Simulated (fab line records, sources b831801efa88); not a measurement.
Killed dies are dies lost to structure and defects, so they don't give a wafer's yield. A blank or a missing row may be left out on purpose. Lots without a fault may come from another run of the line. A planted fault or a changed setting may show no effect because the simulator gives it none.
Which tool did it? | flow gf180mcu | 14 lots, 42 wafers sampled, at 4 steps of a route of 602

WHAT THE GAUGES READ, wafer by wafer
GF_POLY_GATE_CD_MEAS_10: target cd 280 nm. Usual: cd_nm 280.2 nm, standard deviation 1.3.
lot  | measured     | on        | cd_nm (nm)        | flag
L675 | day 9 07:26  | cd_sem-02 | 278.6 278.8 279.5 |
L676 | day 9 12:14  | cd_sem-02 | 280.9 279.8 281.0 |
L678 | day 10 06:40 | cd_sem-01 | 280.5 280.9 281.0 |
L681 | day 11 04:20 | cd_sem-02 | 281.8 280.2 280.7 |
L683 | day 11 19:17 | cd_sem-01 | 281.4 282.0 282.1 |
L686 | day 12 10:31 | cd_sem-01 | 281.9 281.5 281.4 |
L687 | day 12 20:32 | cd_sem-01 | 280.2 279.8 280.1 |
L688 | day 12 23:50 | cd_sem-01 | 279.2 279.6 278.8 |
L689 | day 13 04:08 | cd_sem-01 | 279.0 278.5 280.3 |
L690 | day 13 07:32 | cd_sem-01 | 279.8 282.0 281.8 |
L692 | day 13 21:27 | cd_sem-01 | 279.4 278.7 278.7 |
L694 | day 14 14:26 | cd_sem-01 | 283.2 282.4 281.4 |
L697 | day 15 07:31 | cd_sem-01 | 279.6 280.6 280.6 |
L698 | day 15 16:49 | cd_sem-02 | 277.9 279.0 278.3 |

GF_POLY_GATE_CD_MEAS_18. Usual: cd_nm 279.6 nm, standard deviation 2.3.
lot  | measured     | on        | cd_nm (nm)        | flag
L675 | day 9 09:10  | cd_sem-01 | 277.8 277.8 275.0 |
L676 | day 9 13:58  | cd_sem-02 | 280.6 278.9 281.0 |
L678 | day 10 08:41 | cd_sem-02 | 279.4 281.1 281.8 |
L681 | day 11 06:04 | cd_sem-01 | 280.4 280.0 277.8 |
L683 | day 11 22:04 | cd_sem-02 | 281.8 282.3 278.8 |
L686 | day 12 12:14 | cd_sem-01 | 284.7 283.8 281.1 |
L687 | day 12 22:16 | cd_sem-02 | 280.2 276.9 277.9 |
L688 | day 13 06:55 | cd_sem-02 | 281.0 277.4 276.4 |
L689 | day 13 06:59 | cd_sem-01 | 277.3 277.6 277.3 |
L690 | day 13 12:08 | cd_sem-02 | 279.2 281.4 280.4 |
L692 | day 14 00:28 | cd_sem-01 | 278.0 275.9 277.2 |
L694 | day 14 16:59 | cd_sem-01 | 280.7 283.2 279.5 |
L697 | day 15 09:14 | cd_sem-02 | 281.3 279.3 280.0 |
L698 | day 15 19:23 | cd_sem-01 | 279.3 277.5 277.2 |

WHICH TOOL RAN EACH LOT (tool, then ch and the chambers of the sampled wafers, then the start)
lot  | GF_VT_IMPLANT_STRIP_20               | GF_POLY_GATE_DEVELOP_09
L675 | plasma_asher-04 ch 0,1, day 6 08:02  | litho_track-01 ch 0, day 9 07:17
L676 | plasma_asher-04 ch 0,1, day 6 13:54  | litho_track-01 ch 0, day 9 12:05
L678 | plasma_asher-03 ch 1, day 7 02:14    | litho_track-03 ch 0, day 10 06:31
L681 | plasma_asher-04 ch 0,1, day 7 23:30  | litho_track-01 ch 0, day 11 04:07
L683 | plasma_asher-02 ch 0,1, day 8 13:45  | litho_track-03 ch 0, day 11 19:08
L686 | plasma_asher-03 ch 0,1, day 9 04:32  | litho_track-01 ch 0, day 12 10:22
L687 | plasma_asher-04 ch 0,1, day 9 14:09  | litho_track-01 ch 0, day 12 20:23
L688 | plasma_asher-04 ch 0,1, day 9 17:50  | litho_track-03 ch 0, day 12 23:41
L689 | plasma_asher-02 ch 0,1, day 10 00:26 | litho_track-04 ch 0, day 13 04:00
L690 | plasma_asher-03 ch 0,1, day 10 04:54 | litho_track-03 ch 0, day 13 07:23
L692 | plasma_asher-03 ch 0,1, day 10 18:16 | litho_track-03 ch 0, day 13 21:19
L694 | plasma_asher-03 ch 1, day 11 08:11   | litho_track-03 ch 0, day 14 14:17
L697 | plasma_asher-04 ch 0,1, day 12 03:29 | litho_track-04 ch 0, day 15 07:22
L698 | plasma_asher-03 ch 0,1, day 12 10:11 | litho_track-01 ch 0, day 15 16:40
- GF_VT_IMPLANT_STRIP_20: strips in O2/N2.
- GF_POLY_GATE_DEVELOP_09: develop time 60 s.

WHAT THE TOOLS THEMSELVES READ (means of the sampled wafers that have a number; where no wafer has one, the mark that the record gives instead)
GF_VT_IMPLANT_STRIP_20. Usual: drypump_motor_current_A 5.7 A, standard deviation 0.3; heater_power_w 322 W, standard deviation 14; oes_product_au 0.716 a.u., standard deviation 0.005; strip_time_to_endpoint_s 12.62 s, standard deviation 0.031.
lot  | tool            | drypump_motor_current_A (A) | heater_power_w (W) | oes_product_au (a.u.) | strip_time_to_endpoint_s (s) | flag
L675 | plasma_asher-04 | 5.7                         | 326                | 0.716                 | 12.65                        |
L676 | plasma_asher-04 | 5.7                         | 334                | 0.714                 | 12.60                        |
L678 | plasma_asher-03 | 5.5                         | 324                | 0.720                 | 12.66                        |
L681 | plasma_asher-04 | 5.7                         | 327                | 0.712                 | 12.59                        |
L683 | plasma_asher-02 | 6.0                         | 330                | 0.717                 | 12.68                        |
L686 | plasma_asher-03 | 6.0                         | 305                | 0.714                 | 12.62                        |
L687 | plasma_asher-04 | 5.6                         | 326                | 0.713                 | 12.64                        |
L688 | plasma_asher-04 | 5.7                         | 322                | 0.711                 | 12.59                        |
L689 | plasma_asher-02 | 5.7                         | 335                | 0.715                 | 12.60                        |
L690 | plasma_asher-03 | 5.9                         | 310                | 0.715                 | 12.64                        |
L692 | plasma_asher-03 | 5.7                         | 313                | 0.717                 | 12.61                        |
L694 | plasma_asher-03 | 5.5                         | 328                | 0.714                 | 12.64                        |
L697 | plasma_asher-04 | 5.7                         | 326                | 0.716                 | 12.64                        |
L698 | plasma_asher-03 | 5.9                         | 309                | 0.721                 | 12.63                        |

GF_POLY_GATE_DEVELOP_09. Usual: developer_temp_C 21.03 C, standard deviation 0.11.
lot  | tool           | developer_temp_C (C) | flag
L675 | litho_track-01 | 21.06                |
L676 | litho_track-01 | 21.14                |
L678 | litho_track-03 | 21.06                |
L681 | litho_track-01 | 20.99                |
L683 | litho_track-03 | 21.06                |
L686 | litho_track-01 | 20.48                | OFF
L687 | litho_track-01 | 20.41                | OFF
L688 | litho_track-03 | 20.95                |
L689 | litho_track-04 | 20.98                |
L690 | litho_track-03 | 21.00                |
L692 | litho_track-03 | 21.00                |
L694 | litho_track-03 | 21.04                |
L697 | litho_track-04 | 21.00                |
L698 | litho_track-01 | 20.99                |

THE ANSWER, worked out from the rows above alone
Rule: a lot is off if the mean of its wafers that have a number lies more than 3 standard deviations from the usual mean. A lot without any number at a reading at which 4 lots or more have one is off too. The other lots that the step has rows for count as sound. The gauges are gone through in route order, then the tools' own readings, and for those a lot's mean is taken as printed above. The first step at which some lot is off is used, and at that step the reading that is off furthest; a lot without a number counts as furthest.
Off: L686, L687, at GF_POLY_GATE_DEVELOP_09 (developer_temp_C).
A tool fits if, at that step or a process step before it, it ran every lot that is off, and no sound lot after the first of them. None of those tried fits.

WHAT THE SIMULATOR HAD PUT IN
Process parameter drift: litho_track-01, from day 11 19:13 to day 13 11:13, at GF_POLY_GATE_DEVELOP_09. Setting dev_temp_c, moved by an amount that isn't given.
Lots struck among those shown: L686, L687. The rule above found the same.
